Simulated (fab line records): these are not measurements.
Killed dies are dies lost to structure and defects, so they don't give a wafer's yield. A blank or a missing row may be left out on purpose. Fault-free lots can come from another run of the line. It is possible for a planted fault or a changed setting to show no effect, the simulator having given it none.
Matching of chambers    flow sfq-line    SFQ_TRILAYER_I2_CMP_CMP_064 on cmp-01: 4 sister chambers
The step polishes SiO2. 8 wafers are shown with their chamber, then 7 later ones without.

== WAFERS WITH THEIR CHAMBER ==
wafer   chamber  motor-current-A (A)  time-to-endpoint-s (s)
L561.3  3        11.6                 228
L567.3  1        12.7                 219
L567.4  2        10.9                 203
L575.1  0        11.1                 209
L575.2  3        11.1                 219
L575.4  2        11.0                 204
L576.2  1        13.3                 215
L576.4  0        11.1                 218

== WAFERS WITHOUT THEIR CHAMBER ==
wafer   motor-current-A (A)  time-to-endpoint-s (s)
L576.6  13.1                 224
L577.4  10.8                 218
L577.1  13.2                 209
L577.3  10.8                 192
L578.1  10.8                 213
L578.4  11.3                 203
L578.5  10.7                 211

== CHAMBER TAKEN BY EACH ==
wafer   from the rows above           in truth
L576.6  1                             1
L577.4  can't be placed: 0 or 3 or 2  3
L577.1  1                             1
L577.3  2                             2
L578.1  can't be placed: 0 or 2 or 3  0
L578.4  can't be placed: 2 or 0       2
L578.5  can't be placed: 0 or 2 or 3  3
Correct placement for 3 of the 7. These rows do not allow placing 4 (true chamber among the candidates in 4). Placed wrongly: 0.
How it was worked out, from the rows above alone: a wafer's distance from a chamber is the root of the sum, over the readings, of the square of ((its reading less the chamber's mean) divided by the reading's scatter). If the next closest chamber is less than 2 further off than the closest, the wafer can't be placed; otherwise it belongs to the closest. A chamber's mean is the mean of its shown wafers. How the scatter is found: for the shown wafers, subtract from each reading the mean of its chamber, square and add these, divide the total by (wafers less chambers), then take the root.
